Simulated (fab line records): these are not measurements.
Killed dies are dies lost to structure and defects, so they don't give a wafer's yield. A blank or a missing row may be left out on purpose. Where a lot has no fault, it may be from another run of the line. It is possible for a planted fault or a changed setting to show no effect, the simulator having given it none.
fab line records | flow sky130
record: lots: 6 wafers: 18 lastDay: 50
route steps=708 shown VT_ADJUST_LVTN@113 VT_ADJUST_NCORE@119 PAD_OPEN@708
lots that met no fault: taken from a fault-free run of the same line
startH: the number of hours between the record's first day and the start of the first shown wafer of the lot | waitH: hours since the lot's step before | " the same as in the row above | L1.1+2: several wafers, shown together as one row | - no value present, or no start provided | * or withheld: withheld | < > ~ a bound
route shown NAME@n: a module of which the file shows steps, and the number in the route of the first | usual: mean/standard deviation taken from wafers without a fault | same: alike in all rows | chamber/n: place in a boat | sites: readings site by site | _std_site: how widely they spread, as a standard deviation | _edge_site: mean of outer sites minus mean of inner sites | radiusMm: how far each site lies from the wafer's centre | mask NAME#n: copy n | behind: the most recent tool/chamber to have shaped the wafer | hold: cause of the lot's hold/its duration in hours/its outcome | device: which transistor (n, p or np) failed to switch | end of line: the route-end tests of the same wafers | for a step that has no rows: nothing shown but its recipe | killed: not the wafer's yield, but the dies lost to structure and defects at the first sort | map: dies across one wafer; x = killed, . = not, _ = none there
set.NAME: the setting that was run; set.NAME@STEP: the one run at that earlier step | model.NAME: the simulator's own value behind a step, which no gauge read
a table for each step, a row for each wafer; lots at some steps of the route
services: when a tool's chamber went out of use (startH, in hours from the record's first day, below 0 if earlier), for how many hours, and the reason
== steps ==
step: SKY_VT_ADJUST_LVTN_PEB_16
recipe: tempC: withheld timeS: * resist: NOVOLAK
step: SKY_VT_ADJUST_LVTN_DEVELOP_17
recipe: resist: NOVOLAK developer: TMAH developTimeS: 60 devTempC: 23
step: SKY_VT_ADJUST_LVTN_OVL_MEAS_18
usual: VT_ADJUST_LVTN_01_OVL: 1.6/1.5
columns lot.wafer tool chamber startH waitH VT_ADJUST_LVTN_01_OVL[nm]
L196.1 overlay-01 - 169.18 0.1 1.0
L196.4 " - " " 1.7
L196.5 " - " " -1.2
L200.2 overlay-02 - 204.89 0.1 1.5
L200.3 " - " " 1.5
L200.6 " - " " -0.8
L202.1 overlay-01 - 220.03 0.1 0.3
L202.3 " - " " 2.4
L202.5 " - " " 1.8
L207.3 overlay-02 - 248.75 0.1 1.5
L207.4 " - " " 0.7
L207.5 " - " " 0.3
L212.2 overlay-02 - 279.14 0.1 3.1
L212.4 " - " " 2.9
L212.6 " - " " 3.3
L217.1 overlay-01 - 317.38 0.1 -1.5
L217.5 " - " " -1.0
L217.6 " - " " -0.4
step: SKY_VT_ADJUST_LVTN_IMPLANT_19
recipe: species: B energyKev: 30 doseCm2: 6.5e+11 tiltDeg: withheld
step: SKY_VT_ADJUST_LVTN_STRIP_20
recipe: chemistry: O2/N2 powerW: 1400 pressureMtorr: 1500 platenTempC: withheld o2FlowSccm: 3000 n2FlowSccm: 300 overashFraction: 0.5
usual: drypumpMotorCurrentA: 5.7/0.77 oesProductAu: 0.716/0.0044 stripTimeToEndpointS: 14.18/0.041
columns lot.wafer tool chamber startH waitH drypumpMotorCurrentA oesProductAu rfHoursCounterH stripTimeToEndpointS
L196.1 plasmaAsher-03 0 169.44 0.2 5.8 0.715 50 14.20
L196.4 " 0 " " 5.8 0.716 - 14.16
L196.5 " 0 " " 5.8 0.713 - 14.20
L200.2 plasmaAsher-04 0 205.07 0.1 6.7 0.718 49 14.13
L200.3 " 1 " " 4.7 0.726 - 14.19
L200.6 " 1 " " 4.7 0.709 - 14.21
L202.1 plasmaAsher-04 0 220.22 0.1 6.7 0.718 51 14.19
L202.3 " 1 " " 4.7 0.713 - 14.16
L202.5 " 0 " " 6.7 0.712 - 14.17
L207.3 plasmaAsher-03 0 248.95 0.1 5.8 0.715 - 14.19
L207.4 " 1 " " 5.5 0.712 - 14.17
L207.5 " 0 " " 5.8 0.715 - 14.15
L212.2 plasmaAsher-04 1 279.32 0.1 4.7 0.724 57 14.16
L212.4 " 1 " " 4.7 0.713 - 14.18
L212.6 " 0 " " 6.7 0.721 - 14.19
L217.1 plasmaAsher-01 0 317.57 0.1 5.2 0.721 20 14.15
L217.5 " 1 " " 6.2 0.724 - 14.16
L217.6 " 0 " " 5.3 0.715 - 14.18
step: SKY_VT_ADJUST_LVTN_TW_MEAS_21
usual: VT_ADJUST_LVTN_2_TW: 189.0/2.5
columns lot.wafer tool chamber startH waitH VT_ADJUST_LVTN_2_TW
L196.1 filmMetro-03 - 169.54 0.1 191.8
L196.4 " - " " 191.1
L196.5 " - " " 189.8
L200.2 filmMetro-04 - 205.18 0.1 186.7
L200.3 " - " " 185.9
L200.6 " - " " 186.4
L202.1 filmMetro-01 - 220.32 0.1 187.9
L202.3 " - " " 187.7
L202.5 " - " " 187.7
L207.3 filmMetro-03 - 249.04 0.1 192.3
L207.4 " - " " 191.1
L207.5 " - " " 191.0
L212.2 filmMetro-03 - 279.43 0.1 191.1
L212.4 " - " " 191.0
L212.6 " - " " 191.2
L217.1 filmMetro-03 - 317.67 0.1 192.0
L217.5 " - " " 191.6
L217.6 " - " " 191.0
step: SKY_VT_ADJUST_NCORE_DEHYDRATE_00
recipe: tempC: 200 timeS: 60
step: SKY_VT_ADJUST_NCORE_HMDS_01
recipe: primeTimeS: 60 primeTempC: 120
step: SKY_VT_ADJUST_NCORE_COAT_02
recipe: resist: NOVOLAK spinRpm: 3000 resistThkNm: 1152
step: SKY_VT_ADJUST_NCORE_SOFTBAKE_03
recipe: tempC: 90 timeS: 60 resist: NOVOLAK
step: SKY_VT_ADJUST_NCORE_EXPOSE_04
recipe: maskId: LVTN_COMPLEMENT_THIN na: 0.6 sourceShape: conventional sigmaOuter: 0.6 polarization: unpolarized targetCdNm: 380 doseMj: 139
step: SKY_VT_ADJUST_NCORE_PEB_05
recipe: tempC: withheld timeS: * resist: NOVOLAK
step: SKY_VT_ADJUST_NCORE_DEVELOP_06
recipe: resist: NOVOLAK developer: TMAH developTimeS: 60 devTempC: 23
usual: chillPlateTempC: 23.01/0.088
columns lot.wafer tool chamber startH waitH chillPlateTempC
L196.1 lithoTrack-03 0 189.18 0.1 23.01
L196.4 " 0 " " 22.94
L196.5 " 0 " " 23.10
L200.2 lithoTrack-03 0 226.66 0.1 23.09
L200.3 " 0 " " 23.08
L200.6 " 0 " " 23.08
L202.1 lithoTrack-03 0 242.43 0.1 22.98
L202.3 " 0 " " 22.96
L202.5 " 0 " " 23.10
L207.3 lithoTrack-01 0 271.14 0.1 22.99
L207.4 " 0 " " 22.89
L207.5 " 0 " " 23.05
L212.2 lithoTrack-04 0 303.86 0.1 22.98
L212.4 " 0 " " 23.02
L212.6 " 0 " " 23.11
L217.1 lithoTrack-03 0 343.78 0.1 23.21
L217.5 " 0 " " 22.99
L217.6 " 0 " " 23.03
step: SKY_VT_ADJUST_NCORE_CD_MEAS_07
recipe: targetCdNm: 380
usual: cdNm: 379.5/2.4
columns lot.wafer tool chamber startH waitH hold cdNm
L196.1 cdSem-01 - 189.33 0.1 - 382.4
L196.4 " - " " - 381.7
L196.5 " - " " - 380.5
L200.2 cdSem-01 - 226.80 0.1 awaitDispo/0.2h/release 199.8
L200.3 " - " " awaitDispo/0.2h/release 199.2
L200.6 " - " " awaitDispo/0.2h/release 198.1
L200.2 cdSem-01 - 227.09 0.3 - 199.8
L200.3 " - " " - 199.4
L200.6 " - " " - 198.5
L202.1 cdSem-01 - 242.58 0.1 awaitDispo/0.2h/release 199.8
L202.3 " - " " awaitDispo/0.2h/release 198.4
L202.5 " - " " awaitDispo/0.2h/release 198.7
L202.1 cdSem-01 - 242.87 0.3 - 199.4
L202.3 " - " " - 198.6
L202.5 " - " " - 198.5
L207.3 cdSem-02 - 271.28 0.1 - 381.2
L207.4 " - " " - 378.5
L207.5 " - " " - 380.9
L212.2 cdSem-01 - 304.00 0.1 - 379.1
L212.4 " - " " - 380.3
L212.6 " - " " - 380.7
L217.1 cdSem-01 - 343.93 0.1 - 378.5
L217.5 " - " " - 378.5
L217.6 " - " " - 379.9
step: SKY_PAD_OPEN_PROBE_99
usual: defectLimitedYield: 82.5/1.8 killed_at_M0_to_M3: 44/6.6 killed_at_M4_up: 2.9/1.8 killedAtContacts: 24/4.8 killedAtFrontEnd: 15/4.5 killedAtOther: 0.3/0.64 killedDies: 86/8.7 killedOpen: 47/6.5 killedShort: 39/5.8 sort_bin_3_pad_short: 0.9/0.4 sort_bin_5_function: 10.3/1.4 sort_bin_6_memory: 6.2/1.1 sortNPass: 406/8.7 sortYieldPct: 82.5/1.8
same: grossDies: 492 killedAtBackSide: 0 sort_bin_4_leakage[%]: 0 sort_bin_8_speed[%]: 0
columns lot.wafer tool chamber startH waitH defectLimitedYield[%] killed_at_M0_to_M3 killed_at_M4_up killedAtContacts killedAtFrontEnd killedAtOther killedDies killedOpen killedShort sort_bin_3_pad_short[%] sort_bin_5_function[%] sort_bin_6_memory[%] sortNPass sortYieldPct[%]
L196.1 prober-01 - 1078.10 0.1 80.9 48 5 26 15 0 94 50 44 0.8 11.0 7.3 398 80.9
L196.4 prober-01 - 1078.25 0.2 80.1 55 0 31 11 1 98 50 48 1.0 11.6 7.3 394 80.1
L196.5 prober-01 - 1078.30 0.2 81.1 39 2 27 25 0 93 49 44 0.8 10.8 7.3 399 81.1
L207.3 prober-02 - 1149.18 0.2 83.1 44 0 19 20 0 83 47 35 0.2 9.1 7.5 409 83.1
L207.4 prober-02 - 1149.23 0.2 84.1 43 2 21 12 0 78 52 25 0.4 10.6 4.9 414 84.1
L207.5 prober-02 - 1149.28 0.2 82.9 40 1 29 14 0 84 51 32 1.0 9.3 6.7 408 82.9
L212.2 prober-01 - 1170.09 0.1 84.1 50 5 17 6 0 78 40 37 0.6 10.4 4.9 414 84.1
L212.4 prober-01 - 1170.19 0.2 81.9 57 2 23 7 0 89 49 40 1.4 10.2 6.5 403 81.9
L212.6 prober-01 - 1170.29 0.2 84.6 38 1 25 12 0 76 43 31 0.8 9.8 4.9 416 84.6
L217.1 prober-02 - 1195.61 0.1 82.9 44 2 25 13 0 84 46 38 1.0 10.2 5.9 408 82.9
L217.5 prober-02 - 1195.81 0.2 79.9 52 2 28 17 0 99 59 40 1.0 11.2 7.9 393 79.9
L217.6 prober-02 - 1195.86 0.2 84.6 47 2 23 4 0 76 34 41 0.6 8.7 6.1 416 84.6
killed by level:class
L196.1 VIA1:geometricParticle:short=10 CONTACT:geometricParticle:open=8 VIA1:geometricParticle:open=7 LI_CONTACT:geometricParticle:open=7 METAL2:geometricParticle:short=7 VIA2:geometricParticle:open=7 VIA3:geometricParticle:open=6 FIELD_ISO:geometricParticle:open=5
L196.4 VIA1:geometricParticle:open=12 CONTACT:geometricParticle:open=11 METAL1:geometricParticle:short=10 VIA2:geometricParticle:open=9 LOCAL_INTERCONNECT:geometricParticle:short=7 CONTACT:geometricParticle:short=7 METAL2:geometricParticle:short=7 VIA3:geometricParticle:open=5
L196.5 VIA1:geometricParticle:open=11 LI_CONTACT:geometricParticle:open=10 FIELD_ISO:geometricParticle:short=7 METAL1:geometricParticle:short=7 FIELD_ISO:geometricParticle:open=6 LOCAL_INTERCONNECT:geometricParticle:short=6 VIA2:geometricParticle:open=6 VIA3:geometricParticle:open=6
L207.3 VIA1:geometricParticle:open=8 VIA1:geometricParticle:short=7 VIA2:geometricParticle:open=7 LI_CONTACT:geometricParticle:open=6 CONTACT:geometricParticle:open=6 METAL1:geometricParticle:short=6 VIA3:geometricParticle:open=5 POLY_GATE:geometricParticle:open=4
L207.4 VIA1:geometricParticle:open=17 LI_CONTACT:geometricParticle:open=10 CONTACT:geometricParticle:open=7 VIA3:geometricParticle:open=6 METAL1:geometricParticle:short=5 VIA2:geometricParticle:open=4 POLY_GATE:geometricParticle:short=3 METAL1:geometricParticle:open=3
L207.5 CONTACT:geometricParticle:open=9 LI_CONTACT:geometricParticle:open=8 VIA1:geometricParticle:open=8 VIA3:geometricParticle:open=7 VIA1:geometricParticle:short=5 METAL2:geometricParticle:short=5 POLY_GATE:geometricParticle:open=4 LOCAL_INTERCONNECT:geometricParticle:short=4
L212.2 VIA1:geometricParticle:open=13 VIA2:geometricParticle:open=8 VIA3:geometricParticle:open=7 METAL2:geometricParticle:short=7 VIA1:geometricParticle:short=5 LI_CONTACT:geometricParticle:open=4 METAL4:geometricParticle:short=4 LI_CONTACT:geometricParticle:short=3
L212.4 VIA1:geometricParticle:open=15 CONTACT:geometricParticle:open=10 LI_CONTACT:geometricParticle:open=8 METAL2:geometricParticle:short=8 VIA2:geometricParticle:open=6 VIA1:geometricParticle:short=5 METAL3:geometricParticle:short=5 VIA3:geometricParticle:short=5
L212.6 VIA2:geometricParticle:open=12 LI_CONTACT:geometricParticle:open=8 CONTACT:geometricParticle:open=6 VIA1:geometricParticle:open=6 LI_CONTACT:geometricParticle:short=4 CONTACT:geometricParticle:short=4 VIA1:geometricParticle:short=4 POLY_GATE:geometricParticle:short=3
L217.1 VIA1:geometricParticle:open=13 CONTACT:geometricParticle:short=10 CONTACT:geometricParticle:open=8 VIA3:geometricParticle:open=6 FIELD_ISO:geometricParticle:short=5 METAL2:geometricParticle:short=5 LI_CONTACT:geometricParticle:open=5 VIA1:geometricParticle:short=5
L217.5 VIA3:geometricParticle:open=12 CONTACT:geometricParticle:open=10 VIA1:geometricParticle:open=7 LI_CONTACT:geometricParticle:short=6 METAL1:geometricParticle:short=6 FIELD_ISO:geometricParticle:open=5 VIA2:geometricParticle:open=5 LI_CONTACT:geometricParticle:open=5
L217.6 VIA3:geometricParticle:open=8 VIA1:geometricParticle:short=8 VIA2:geometricParticle:open=7 CONTACT:geometricParticle:open=7 CONTACT:geometricParticle:short=7 METAL1:geometricParticle:short=6 METAL2:geometricParticle:short=5 VIA2:geometricParticle:short=5
== services ==
columns tool chamber startH hours kind
plasmaAsher-04 - 162.00 14.6 pm
plasmaAsher-03 - 202.00 6.6 repair
plasmaAsher-01 - 235.04 0.4 repair
plasmaAsher-04 - 241.06 3.0 repair
plasmaAsher-03 - 285.45 2.8 pm
plasmaAsher-04 - 303.73 0.5 repair
plasmaAsher-03 - 331.46 2.5 repair
== key ==
firstSign: step: SKY_VT_ADJUST_NCORE_CD_MEAS_07 reading: visit direction: added
effect: step: SKY_VT_ADJUST_NCORE_CD_MEAS_07 reading: cdNm direction: down sigmas: 76 usual: 379.5 struck: 199.0
metAt SKY_VT_ADJUST_NCORE_DEVELOP_06
struckWafers L200.2,L200.3,L200.6,L202.1,L202.3,L202.5
scrappedBehind SKY_VT_ADJUST_NCORE_CD_MEAS_07 L200.2,L200.3,L200.6,L202.1,L202.3,L202.5
onsetBetween 189.18 226.66
fault: kind: processParameterDrift tool: lithoTrack-03 chamber: - onsetH: 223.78 steps: SKY_VT_ADJUST_NCORE_DEVELOP_06 channel: developTimeS offset: * shape: step endH: 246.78 actsIn: * stated: *
